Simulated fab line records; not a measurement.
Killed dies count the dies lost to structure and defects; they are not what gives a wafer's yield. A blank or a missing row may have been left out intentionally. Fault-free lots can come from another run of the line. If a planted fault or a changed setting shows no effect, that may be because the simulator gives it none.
fab line records ; flow sky130 ; part 1 of 2: steps 1 to 27 of 37
record lots=5; wafers=15; last_day=50
route steps=708 shown METAL3@555 VIA3@573
lots that met no fault: taken from a fault-free run of the same line
start_h: start of the lot's first displayed wafer, in hours after the record's first day ; wait_h: hours from the lot's prior step to this one ; " the same as in the row above ; L1.1+2: a single row standing in for several wafers ; - value missing, or start not given ; * or withheld: withheld ; < > ~ a bound
route shown NAME@n: a module of which the file shows steps, and the number in the route of the first ; usual: mean and standard deviation over wafers with no fault ; same: alike in all rows ; chamber/n: place in a boat ; sites: readings site by site ; _std_site: standard deviation across them ; _edge_site: mean of outer sites minus mean of inner sites ; radius_mm: for every site, how far away it sits from the centre of the wafer ; mask NAME#n: copy n ; behind: the last tool/chamber to shape the wafer ; hold: cause of the lot's hold/its duration in hours/its outcome ; device: which transistor (n, p or np) failed to switch ; end of line: tests of these same wafers at the route's end ; a step given without rows: its recipe and nothing more ; killed: dies that structure and defects cost at the first sort, which is not the same as the wafer's yield ; map: a wafer's dies, marking killed ones x, the rest . and places with no die _
set.NAME: the setting that was run; set.NAME@STEP: the one run at that earlier step ; model.NAME: the simulator's own value behind a step, which no gauge read
lots at selected steps of the route; one table per step, one row per wafer
services: when a tool's chamber went out of use (start_h, in hours from the record's first day, below 0 if earlier), for how many hours, and the reason
## steps
# step SKY_METAL3_DEHYDRATE_05
# recipe temp_c=200; time_s=60
# usual plate_temp_C=200.01/0.15
lot.wafer;tool;chamber;start_h;wait_h;plate_temp_C
L081.1;litho_track-02;0;941.34;11.8;200.06
L081.2;litho_track-02;0;941.34;11.8;200.01
L081.5;litho_track-02;0;941.34;11.8;200.00
L084.1;litho_track-03;0;962.57;11.5;200.18
L084.3;litho_track-03;0;962.57;11.5;199.84
L084.5;litho_track-03;0;962.57;11.5;200.16
L085.1;litho_track-03;0;965.52;11.3;199.78
L085.4;litho_track-03;0;965.52;11.3;199.94
L085.5;litho_track-03;0;965.52;11.3;199.96
L086.1;litho_track-03;0;988.57;11.6;200.17
L086.3;litho_track-03;0;988.57;11.6;200.04
L086.5;litho_track-03;0;988.57;11.6;200.12
L093.2;litho_track-03;0;1029.34;10.9;200.09
L093.4;litho_track-03;0;1029.34;10.9;199.95
L093.5;litho_track-03;0;1029.34;10.9;200.07
# step SKY_METAL3_HMDS_06
# recipe prime_time_s=60; prime_temp_c=120
lot.wafer;tool;chamber;start_h;wait_h
L081.1+2+5;litho_track-02;0;941.49;0.1
L084.1+3+5;litho_track-03;0;962.72;0.1
L085.1+4+5;litho_track-03;0;965.67;0.1
L086.1+3+5;litho_track-03;0;988.72;0.1
L093.2+4+5;litho_track-03;0;1029.49;0.1
# step SKY_METAL3_COAT_07
# recipe resist=BARC; temp_c=withheld; time_s=withheld; spin_rpm=3000; resist_thk_nm=60
# usual dispense_pressure_kPa=47.3/2.2
lot.wafer;tool;chamber;start_h;wait_h;dispense_pressure_kPa
L081.1;litho_track-02;0;941.64;0.1;44.6
L081.2;litho_track-02;0;941.64;0.1;44.6
L081.5;litho_track-02;0;941.64;0.1;44.6
L084.1;litho_track-03;0;962.87;0.1;49.5
L084.3;litho_track-03;0;962.87;0.1;49.4
L084.5;litho_track-03;0;962.87;0.1;49.4
L085.1;litho_track-03;0;965.82;0.1;49.4
L085.4;litho_track-03;0;965.82;0.1;49.4
L085.5;litho_track-03;0;965.82;0.1;49.4
L086.1;litho_track-03;0;988.87;0.1;49.4
L086.3;litho_track-03;0;988.87;0.1;49.4
L086.5;litho_track-03;0;988.87;0.1;49.4
L093.2;litho_track-03;0;1029.64;0.1;49.4
L093.4;litho_track-03;0;1029.64;0.1;49.4
L093.5;litho_track-03;0;1029.64;0.1;49.4
# step SKY_METAL3_COAT_08
# recipe resist=KrF-thick; spin_rpm=3000; resist_thk_nm=1140
# usual dispense_pressure_kPa=47.3/2.2
lot.wafer;tool;chamber;start_h;wait_h;dispense_pressure_kPa
L081.1;litho_track-02;0;-;-;44.6
L081.2;litho_track-02;0;-;-;44.6
L081.5;litho_track-02;0;-;-;44.6
L084.1;litho_track-03;0;-;-;49.4
L084.3;litho_track-03;0;-;-;49.4
L084.5;litho_track-03;0;-;-;49.4
L085.1;litho_track-03;0;-;-;49.5
L085.4;litho_track-03;0;-;-;49.3
L085.5;litho_track-03;0;-;-;49.4
L086.1;litho_track-03;0;-;-;49.4
L086.3;litho_track-03;0;-;-;49.4
L086.5;litho_track-03;0;-;-;49.4
L093.2;litho_track-03;0;-;-;49.4
L093.4;litho_track-03;0;-;-;49.4
L093.5;litho_track-03;0;-;-;49.4
# step SKY_METAL3_SOFTBAKE_09
# recipe temp_c=100; time_s=90; resist=KrF-thick
# usual plate_temp_C=99.99/0.14
lot.wafer;tool;chamber;start_h;wait_h;plate_temp_C
L081.1;litho_track-02;0;-;-;100.03
L081.2;litho_track-02;0;-;-;100.01
L081.5;litho_track-02;0;-;-;99.80
L084.1;litho_track-03;0;-;-;100.05
L084.3;litho_track-03;0;-;-;99.95
L084.5;litho_track-03;0;-;-;100.18
L085.1;litho_track-03;0;-;-;99.89
L085.4;litho_track-03;0;-;-;100.01
L085.5;litho_track-03;0;-;-;99.99
L086.1;litho_track-03;0;-;-;100.40
L086.3;litho_track-03;0;-;-;100.14
L086.5;litho_track-03;0;-;-;100.16
L093.2;litho_track-03;0;-;-;100.05
L093.4;litho_track-03;0;-;-;99.80
L093.5;litho_track-03;0;-;-;99.89
# step SKY_METAL3_EXPOSE_10
# recipe mask_id=MM3; na=0.68; source_shape=annular; sigma_inner=0.4; sigma_outer=0.8; target_cd_nm=300; dose_mj=28
# same sigma_outer=0.8
lot.wafer;tool;chamber;start_h;wait_h;mask
L081.1+2+5;krf_scanner-01;0;-;-;MM3#0
L084.1+3+5;krf_scanner-01;0;-;-;MM3#0
L085.1+4+5;krf_scanner-01;0;-;-;MM3#0
L086.1+3+5;krf_scanner-01;0;-;-;MM3#0
L093.2+4+5;krf_scanner-02;0;-;-;MM3#0
# step SKY_METAL3_PEB_11
# recipe peb_temp_c=withheld; peb_time_s=withheld; resist=KrF-thick
lot.wafer;tool;chamber;start_h;wait_h
L081.1+2+5;litho_track-04;0;-;-
L084.1+3+5;litho_track-04;0;-;-
L085.1+4+5;litho_track-03;0;-;-
L086.1+3+5;litho_track-02;0;-;-
L093.2+4+5;litho_track-04;0;-;-
# step SKY_METAL3_DEVELOP_12
# recipe develop_time_s=60; resist=KrF-thick; dev_temp_c=21
lot.wafer;tool;chamber;start_h;wait_h
L081.1+2+5;litho_track-04;0;-;-
L084.1+3+5;litho_track-04;0;-;-
L085.1+4+5;litho_track-03;0;-;-
L086.1+3+5;litho_track-02;0;-;-
L093.2+4+5;litho_track-04;0;-;-
# step SKY_METAL3_CD_MEAS_13
# recipe target_cd_nm=300
# usual cd_nm=300.0/1.4
lot.wafer;tool;chamber;start_h;wait_h;cd_nm
L081.1;cd_sem-01;-;953.85;-;299.7
L081.2;cd_sem-01;-;953.85;-;298.9
L081.5;cd_sem-01;-;953.85;-;300.8
L084.1;cd_sem-02;-;975.00;-;299.1
L084.3;cd_sem-02;-;975.00;-;299.7
L084.5;cd_sem-02;-;975.00;-;300.4
L085.1;cd_sem-02;-;978.12;-;299.9
L085.4;cd_sem-02;-;978.12;-;299.0
L085.5;cd_sem-02;-;978.12;-;300.9
L086.1;cd_sem-02;-;1000.44;-;298.4
L086.3;cd_sem-02;-;1000.44;-;298.8
L086.5;cd_sem-02;-;1000.44;-;296.4
L093.2;cd_sem-01;-;1041.02;-;296.8
L093.4;cd_sem-01;-;1041.02;-;297.6
L093.5;cd_sem-01;-;1041.02;-;298.0
# step SKY_METAL3_OVL_MEAS_14
# usual METAL3_OVL=0/5.8
lot.wafer;tool;chamber;start_h;wait_h;METAL3_OVL[nm]
L081.1;overlay-02;-;953.97;0.1;0
L081.2;overlay-02;-;953.97;0.1;-5
L081.5;overlay-02;-;953.97;0.1;-1
L084.1;overlay-02;-;975.12;0.1;9
L084.3;overlay-02;-;975.12;0.1;2
L084.5;overlay-02;-;975.12;0.1;0
L085.1;overlay-01;-;978.24;0.1;7
L085.4;overlay-01;-;978.24;0.1;5
L085.5;overlay-01;-;978.24;0.1;3
L086.1;overlay-01;-;1000.56;0.1;-4
L086.3;overlay-01;-;1000.56;0.1;3
L086.5;overlay-01;-;1000.56;0.1;-9
L093.2;overlay-02;-;1041.13;0.1;-3
L093.4;overlay-02;-;1041.13;0.1;-3
L093.5;overlay-02;-;1041.13;0.1;-13
# step SKY_METAL3_DESCUM_15
# recipe chemistry=O2; source_power_w=150; bias_power_w=0; pressure_mtorr=10; temp_c=40; time_s=8
# usual drypump_motor_current_A=5.87/0.23; oes_product_au=1.004/0.013
lot.wafer;tool;chamber;start_h;wait_h;drypump_motor_current_A;oes_product_au;rf_hours_counter_h
L081.1;rie_metal-03;0;954.01;0.0;5.71;0.995;17
L081.2;rie_metal-03;1;954.01;0.0;6.11;1.027;8
L081.5;rie_metal-03;0;954.01;0.0;5.73;1.006;-
L084.1;rie_metal-02;0;975.16;0.0;5.93;0.984;6
L084.3;rie_metal-02;1;975.16;0.0;5.98;1.015;-
L084.5;rie_metal-02;0;975.16;0.0;5.91;0.985;-
L085.1;rie_metal-01;0;978.27;0.0;6.00;1.011;16
L085.4;rie_metal-01;1;978.27;0.0;5.46;0.983;-
L085.5;rie_metal-01;0;978.27;0.0;5.98;0.997;-
L086.1;rie_metal-02;0;1000.60;0.0;5.93;1.010;7
L086.3;rie_metal-02;0;1000.60;0.0;5.87;1.002;-
L086.5;rie_metal-02;0;1000.60;0.0;5.91;0.993;-
L093.2;rie_metal-03;1;1041.17;0.0;6.08;1.033;-
L093.4;rie_metal-03;1;1041.17;0.0;6.10;1.027;-
L093.5;rie_metal-03;1;1041.17;0.0;6.12;1.026;-
# step SKY_METAL3_ETCH_16
# recipe chemistry=N2/H2; target=BARC; ion_energy_ev=200; bias_w=100; pressure_mtorr=30; n2_flow_sccm=100; h2_flow_sccm=200; icp_w=500; stop_on=SiO2; time_s=88.2; target_depth_a=600
# usual drypump_motor_current_A=5.89/0.23; n2_flow_sccm=99.97/0.29; oes_product_au=0.626/0.0046; throttle_valve_pct=13.205/0.0086
lot.wafer;tool;chamber;start_h;wait_h;drypump_motor_current_A;n2_flow_sccm;oes_product_au;rf_hours_counter_h;throttle_valve_pct
L081.1;rie_metal-03;0;954.04;0.0;5.72;100.11;0.634;17;13.222
L081.2;rie_metal-03;1;954.04;0.0;6.13;99.69;0.621;8;13.219
L081.5;rie_metal-03;0;954.04;0.0;5.74;99.71;0.630;-;13.208
L084.1;rie_metal-02;0;975.19;0.0;5.90;99.81;0.625;6;13.203
L084.3;rie_metal-02;1;975.19;0.0;5.98;99.96;0.629;-;13.210
L084.5;rie_metal-02;0;975.19;0.0;5.93;99.64;0.628;-;13.218
L085.1;rie_metal-01;0;978.31;0.0;6.00;99.73;0.627;16;13.189
L085.4;rie_metal-01;1;978.31;0.0;5.47;100.06;0.631;-;13.204
L085.5;rie_metal-01;0;978.31;0.0;6.01;100.14;0.621;-;13.199
L086.1;rie_metal-02;0;1000.66;0.1;5.92;100.60;0.623;7;13.192
L086.3;rie_metal-02;0;1000.66;0.1;5.94;99.98;0.633;-;13.199
L086.5;rie_metal-02;0;1000.66;0.1;5.92;100.08;0.616;-;13.213
L093.2;rie_metal-03;1;1041.25;0.1;6.11;100.02;0.629;-;13.216
L093.4;rie_metal-03;1;1041.25;0.1;6.12;100.13;0.618;-;13.202
L093.5;rie_metal-03;1;1041.25;0.1;6.13;100.23;0.626;-;13.206
# step SKY_METAL3_ETCH_17
# recipe target=SiO2; stop_on=TiN; chemistry=C4F8/O2/Ar; source_w=1500; bias_w=1200; pressure_mtorr=40; c4f8_flow_sccm=withheld; O2_flow_sccm=6; Ar_flow_sccm=300; time_s=3.9; target_depth_a=150
# usual oes_product_au=0.758/0.0073
lot.wafer;tool;chamber;start_h;wait_h;oes_product_au;rf_hours_counter_h
L081.1;rie_diel-04;1;954.14;0.1;0.759;21
L081.2;rie_diel-04;0;954.14;0.1;0.751;7
L081.5;rie_diel-04;1;954.14;0.1;0.750;-
L084.1;rie_diel-04;0;975.29;0.1;0.763;8
L084.3;rie_diel-04;2;975.29;0.1;0.747;20
L084.5;rie_diel-04;2;975.29;0.1;0.757;-
L085.1;rie_diel-02;0;978.40;0.1;0.750;24
L085.4;rie_diel-02;2;978.40;0.1;0.777;23
L085.5;rie_diel-02;2;978.40;0.1;0.763;-
L086.1;rie_diel-04;1;1000.86;0.2;0.752;23
L086.3;rie_diel-04;0;1000.86;0.2;0.757;8
L086.5;rie_diel-04;0;1000.86;0.2;0.767;-
L093.2;rie_diel-02;0;1041.42;0.1;0.747;0
L093.4;rie_diel-02;2;1041.42;0.1;0.760;25
L093.5;rie_diel-02;3;1041.42;0.1;0.765;-
# step SKY_METAL3_METAL_ETCH_18
# recipe target_depth_a=8450; stop_on=SiO2; over_etch_frac=0.3; time_s=183.1; chemistry=Cl2/BCl3; resist_sidewall_deg=88; pressure_mtorr=10; icp_w=900; bias_w=48.5; Cl2_flow_sccm=60; bcl3_flow_sccm=30
# usual drypump_motor_current_A=5.90/0.19; oes_product_au=0.868/0.0065; throttle_valve_pct=22.264/0.0084
lot.wafer;tool;chamber;start_h;wait_h;drypump_motor_current_A;oes_product_au;rf_hours_counter_h;throttle_valve_pct
L081.1;rie_metal-02;1;954.16;0.0;5.99;0.864;13;22.259
L081.2;rie_metal-02;0;954.16;0.0;5.88;0.861;5;22.271
L081.5;rie_metal-02;0;954.16;0.0;5.93;0.873;-;22.248
L084.1;rie_metal-01;1;975.31;0.0;5.44;0.878;13;22.269
L084.3;rie_metal-01;1;975.31;0.0;5.44;0.878;-;22.274
L084.5;rie_metal-01;1;975.31;0.0;5.46;0.875;-;22.273
L085.1;rie_metal-03;1;978.42;0.0;6.10;0.868;10;22.254
L085.4;rie_metal-03;0;978.42;0.0;5.72;0.871;-;22.263
L085.5;rie_metal-03;1;978.42;0.0;6.12;0.873;-;22.255
L086.1;rie_metal-01;1;1000.88;0.0;5.44;0.878;14;22.262
L086.3;rie_metal-01;0;1000.88;0.0;6.01;0.871;-;22.271
L086.5;rie_metal-01;1;1000.88;0.0;5.44;0.871;-;22.253
L093.2;rie_metal-02;1;1041.44;0.0;5.98;0.876;17;22.266
L093.4;rie_metal-02;0;1041.44;0.0;5.94;0.874;-;22.268
L093.5;rie_metal-02;1;1041.44;0.0;5.99;0.869;-;22.258
# step SKY_METAL3_STRIP_19
# recipe chemistry=O2/N2; power_w=1400; pressure_mtorr=1500; platen_temp_c=withheld; o2_flow_sccm=3000; n2_flow_sccm=300; overash_fraction=0.5
# usual drypump_motor_current_A=5.5/0.45; n2_flow_sccm=300.0/0.89; oes_product_au=0.501/0.006; strip_time_to_endpoint_s=6.51/0.12
lot.wafer;tool;chamber;start_h;wait_h;drypump_motor_current_A;n2_flow_sccm;oes_product_au;rf_hours_counter_h;strip_time_to_endpoint_s
L081.1;plasma_asher-03;0;954.33;0.1;6.0;300.0;0.511;20;6.54
L081.2;plasma_asher-03;1;954.33;0.1;5.0;299.7;0.504;20;6.54
L081.5;plasma_asher-03;1;954.33;0.1;5.0;298.6;0.509;-;6.57
L084.1;plasma_asher-03;1;975.48;0.1;4.9;301.0;0.509;22;6.62
L084.3;plasma_asher-03;0;975.48;0.1;6.0;298.0;0.504;-;6.56
L084.5;plasma_asher-03;1;975.48;0.1;5.0;300.1;0.506;-;6.60
L085.1;plasma_asher-01;1;978.60;0.1;5.8;300.1;0.496;55;6.39
L085.4;plasma_asher-01;1;978.60;0.1;5.8;299.9;0.510;-;6.64
L085.5;plasma_asher-01;0;978.60;0.1;4.9;300.3;0.500;-;6.34
L086.1;plasma_asher-03;0;1001.06;0.1;6.0;300.4;0.504;25;6.60
L086.3;plasma_asher-03;1;1001.06;0.1;5.0;299.8;0.502;-;6.38
L086.5;plasma_asher-03;0;1001.06;0.1;6.0;300.5;0.494;-;6.65
L093.2;plasma_asher-02;1;1041.61;0.1;5.4;299.5;0.498;121;6.43
L093.4;plasma_asher-02;0;1041.61;0.1;6.0;299.1;0.505;-;6.58
L093.5;plasma_asher-02;0;1041.61;0.1;6.0;299.5;0.495;-;6.46
# step SKY_METAL3_STRIP_20
# recipe chemistry=post_etch_residue_remover; time_s=1200; temp_c=72.5
lot.wafer;tool;chamber;start_h;wait_h
L081.1+2+5;wet_bench-04;3;954.43;0.1
L084.1+3+5;wet_bench-04;3;975.58;0.1
L085.1+4+5;wet_bench-01;1;978.70;0.1
L086.1+3+5;wet_bench-04;3;1001.16;0.1
L093.2+4+5;wet_bench-04;2;1041.71;0.1
# step SKY_METAL3_CLEAN_21
# recipe chemistry=IPA; time_s=180; temp_c=25
lot.wafer;tool;chamber;start_h;wait_h
L081.1+2+5;wet_bench-03;2;954.78;0.0
L084.1+3+5;wet_bench-01;1;975.93;0.0
L085.1+4+5;wet_bench-04;0;979.07;0.0
L086.1+3+5;wet_bench-01;3;1001.50;0.0
L093.2+4+5;wet_bench-01;3;1042.40;0.0
# step SKY_METAL3_CLEAN_22
# recipe chemistry=O3/DIW; dry=n2_spin
lot.wafer;tool;chamber;start_h;wait_h
L081.1+2+5;wet_bench-01;3;954.83;0.0
L084.1+3+5;wet_bench-03;1;975.99;0.0
L085.1+4+5;wet_bench-01;2;979.13;0.0
L086.1+3+5;wet_bench-04;1;1001.61;0.0
L093.2+4+5;wet_bench-03;1;1042.46;0.0
# step SKY_VIA3_HDPCVD_00
# recipe material=SiO2; target_thk_nm=1635; sigma_open_frac=0.3; time_s=272.5; temp_c=400; sih4_flow_sccm=60; pressure_mtorr=6
# usual pressure_mtorr=5.999/0.012
lot.wafer;tool;chamber;start_h;wait_h;pressure_mtorr
L081.1;hdpcvd-02;1;954.93;0.0;5.997
L081.2;hdpcvd-02;0;954.93;0.0;6.022
L081.5;hdpcvd-02;1;954.93;0.0;6.021
L084.1;hdpcvd-02;2;976.08;0.0;5.985
L084.3;hdpcvd-02;1;976.08;0.0;5.996
L084.5;hdpcvd-02;1;976.08;0.0;5.984
L085.1;hdpcvd-02;1;979.23;0.0;5.992
L085.4;hdpcvd-02;2;979.23;0.0;6.008
L085.5;hdpcvd-02;0;979.23;0.0;6.001
L086.1;hdpcvd-01;2;1001.71;0.0;5.993
L086.3;hdpcvd-01;1;1001.71;0.0;6.007
L086.5;hdpcvd-01;0;1001.71;0.0;6.018
L093.2;hdpcvd-02;0;1042.55;0.0;6.013
L093.4;hdpcvd-02;0;1042.55;0.0;6.025
L093.5;hdpcvd-02;2;1042.55;0.0;5.992
# step SKY_VIA3_THK_MEAS_01
# recipe reads=SiO2_of_VIA3_HDPCVD_00
# usual VIA3_HDPCVD_THK=1634/21
lot.wafer;tool;chamber;start_h;wait_h;VIA3_HDPCVD_THK[nm]
L081.1;film_metro-04;-;955.09;0.1;1607
L081.2;film_metro-04;-;955.09;0.1;1628
L081.5;film_metro-04;-;955.09;0.1;1614
L084.1;film_metro-02;-;976.25;0.1;1644
L084.3;film_metro-02;-;976.25;0.1;1618
L084.5;film_metro-02;-;976.25;0.1;1615
L085.1;film_metro-04;-;979.40;0.1;1596
L085.4;film_metro-04;-;979.40;0.1;1620
L085.5;film_metro-04;-;979.40;0.1;1610
L086.1;film_metro-04;-;1001.87;0.1;1648
L086.3;film_metro-04;-;1001.87;0.1;1645
L086.5;film_metro-04;-;1001.87;0.1;1670
L093.2;film_metro-04;-;1042.73;0.1;1619
L093.4;film_metro-04;-;1042.73;0.1;1626
L093.5;film_metro-04;-;1042.73;0.1;1619
# step SKY_VIA3_CMP_02
# recipe material=SiO2; down_force_psi=4; platen_rpm=60; pad_velocity_m_s=0.94248
# usual motor_current_A=12.5/1.4; retaining_ring_pressure_frac=1.000/0.0052; slurry_filter_dp_kPa=13.49/0.14
lot.wafer;tool;chamber;start_h;wait_h;motor_current_A;retaining_ring_pressure_frac;slurry_filter_dp_kPa
L081.2;cmp-02;2;955.15;0.0;14.9;1.006;13.50
L081.1;cmp-02;3;955.15;0.0;10.3;0.993;13.57
L081.5;cmp-02;3;955.15;0.0;10.5;0.988;13.48
L084.1;cmp-01;1;976.36;0.1;14.3;1.004;13.38
L084.3;cmp-01;2;976.36;0.1;12.3;1.004;13.68
L084.5;cmp-01;1;976.36;0.1;14.1;1.003;13.43
L085.1;cmp-02;0;979.46;0.1;10.3;0.996;13.47
L085.4;cmp-02;1;979.46;0.1;13.3;1.002;13.36
L085.5;cmp-02;1;979.46;0.1;12.7;1.002;13.59
L086.3;cmp-02;2;1001.93;0.0;14.0;0.999;13.41
L086.1;cmp-02;0;1001.93;0.0;10.8;1.000;13.66
L086.5;cmp-02;3;1001.93;0.0;9.6;0.998;13.44
L093.4;cmp-01;0;1042.83;0.1;12.2;0.997;13.36
L093.2;cmp-01;1;1042.83;0.1;14.4;1.001;13.27
L093.5;cmp-01;3;1042.83;0.1;12.7;0.996;13.66
# step SKY_VIA3_BOW_MEAS_03
# recipe mode=bow
# usual VIA3_BOW=80/8.7
lot.wafer;tool;chamber;start_h;wait_h;VIA3_BOW[um]
L081.1;film_metro-04;-;955.45;0.2;93
L081.2;film_metro-04;-;955.45;0.2;97
L081.5;film_metro-04;-;955.45;0.2;94
L084.1;film_metro-04;-;976.61;0.2;93
L084.3;film_metro-04;-;976.61;0.2;86
L084.5;film_metro-04;-;976.61;0.2;94
L085.1;film_metro-01;-;979.76;0.2;85
L085.4;film_metro-01;-;979.76;0.2;88
L085.5;film_metro-01;-;979.76;0.2;70
L086.1;film_metro-04;-;1002.23;0.1;86
L086.3;film_metro-04;-;1002.23;0.1;79
L086.5;film_metro-04;-;1002.23;0.1;89
L093.2;film_metro-01;-;1043.10;0.2;82
L093.4;film_metro-01;-;1043.10;0.2;80
L093.5;film_metro-01;-;1043.10;0.2;93
# step SKY_VIA3_DEHYDRATE_04
# recipe temp_c=200; time_s=60
# usual plate_temp_C=200.01/0.19
lot.wafer;tool;chamber;start_h;wait_h;plate_temp_C
L081.1;litho_track-03;0;967.27;11.8;200.08
L081.2;litho_track-03;0;967.27;11.8;200.01
L081.5;litho_track-03;0;967.27;11.8;200.18
L084.1;litho_track-02;0;987.89;11.3;200.09
L084.3;litho_track-02;0;987.89;11.3;199.57
L084.5;litho_track-02;0;987.89;11.3;200.01
L085.1;litho_track-02;0;990.74;11.0;200.39
L085.4;litho_track-02;0;990.74;11.0;200.62
L085.5;litho_track-02;0;990.74;11.0;200.26
L086.1;litho_track-03;0;1013.42;11.2;199.87
L086.3;litho_track-03;0;1013.42;11.2;199.81
L086.5;litho_track-03;0;1013.42;11.2;200.06
L093.2;litho_track-01;0;1054.08;11.0;200.18
L093.4;litho_track-01;0;1054.08;11.0;199.98
L093.5;litho_track-01;0;1054.08;11.0;199.96
# step SKY_VIA3_HMDS_05
# recipe prime_time_s=60; prime_temp_c=120
lot.wafer;tool;chamber;start_h;wait_h
L081.1+2+5;litho_track-03;0;967.42;0.1
L084.1+3+5;litho_track-02;0;988.04;0.1
L085.1+4+5;litho_track-02;0;990.89;0.1
L086.1+3+5;litho_track-03;0;1013.57;0.1
L093.2+4+5;litho_track-01;0;1054.23;0.1
# step SKY_VIA3_COAT_06
# recipe resist=BARC; temp_c=withheld; time_s=withheld; spin_rpm=3000; resist_thk_nm=60
# usual dispense_pressure_kPa=47.8/2
lot.wafer;tool;chamber;start_h;wait_h;dispense_pressure_kPa
L081.1;litho_track-03;0;967.57;0.1;49.4
L081.2;litho_track-03;0;967.57;0.1;49.4
L081.5;litho_track-03;0;967.57;0.1;49.4
L084.1;litho_track-02;0;988.19;0.1;44.6
L084.3;litho_track-02;0;988.19;0.1;44.5
L084.5;litho_track-02;0;988.19;0.1;44.5
L085.1;litho_track-02;0;991.04;0.1;44.6
L085.4;litho_track-02;0;991.04;0.1;44.6
L085.5;litho_track-02;0;991.04;0.1;44.5
L086.1;litho_track-03;0;1013.72;0.1;49.4
L086.3;litho_track-03;0;1013.72;0.1;49.4
L086.5;litho_track-03;0;1013.72;0.1;49.4
L093.2;litho_track-01;0;1054.38;0.1;48.0
L093.4;litho_track-01;0;1054.38;0.1;48.0
L093.5;litho_track-01;0;1054.38;0.1;48.0
# step SKY_VIA3_COAT_07
# recipe resist=KrF-thick; spin_rpm=3000; resist_thk_nm=450
# usual dispense_pressure_kPa=47.8/2
lot.wafer;tool;chamber;start_h;wait_h;dispense_pressure_kPa
L081.1;litho_track-03;0;-;-;49.4
L081.2;litho_track-03;0;-;-;49.4
L081.5;litho_track-03;0;-;-;49.4
L084.1;litho_track-02;0;-;-;44.6
L084.3;litho_track-02;0;-;-;44.6
L084.5;litho_track-02;0;-;-;44.6
L085.1;litho_track-02;0;-;-;44.6
L085.4;litho_track-02;0;-;-;44.6
L085.5;litho_track-02;0;-;-;44.6
L086.1;litho_track-03;0;-;-;49.4
L086.3;litho_track-03;0;-;-;49.4
L086.5;litho_track-03;0;-;-;49.4
L093.2;litho_track-01;0;-;-;48.0
L093.4;litho_track-01;0;-;-;48.0
L093.5;litho_track-01;0;-;-;48.0
# step SKY_VIA3_SOFTBAKE_08
# recipe temp_c=100; time_s=91.85; resist=KrF-thick
# usual plate_sensor_t_centre_C=100.88/0.01; plate_sensor_t_edge_C=100.95/0.0099
lot.wafer;tool;chamber;start_h;wait_h;plate_sensor_t_centre_C;plate_sensor_t_edge_C
L081.1;litho_track-03;0;-;-;100.88;100.96
L081.2;litho_track-03;0;-;-;100.88;100.94
L081.5;litho_track-03;0;-;-;100.88;100.94
L084.1;litho_track-02;0;-;-;100.87;100.95
L084.3;litho_track-02;0;-;-;100.89;100.97
L084.5;litho_track-02;0;-;-;100.88;100.96
L085.1;litho_track-02;0;-;-;100.91;100.96
L085.4;litho_track-02;0;-;-;100.88;100.94
L085.5;litho_track-02;0;-;-;100.88;100.96
L086.1;litho_track-03;0;-;-;100.89;100.94
L086.3;litho_track-03;0;-;-;100.89;100.94
L086.5;litho_track-03;0;-;-;100.89;100.96
L093.2;litho_track-01;0;-;-;100.89;100.94
L093.4;litho_track-01;0;-;-;100.88;100.95
L093.5;litho_track-01;0;-;-;100.89;100.98
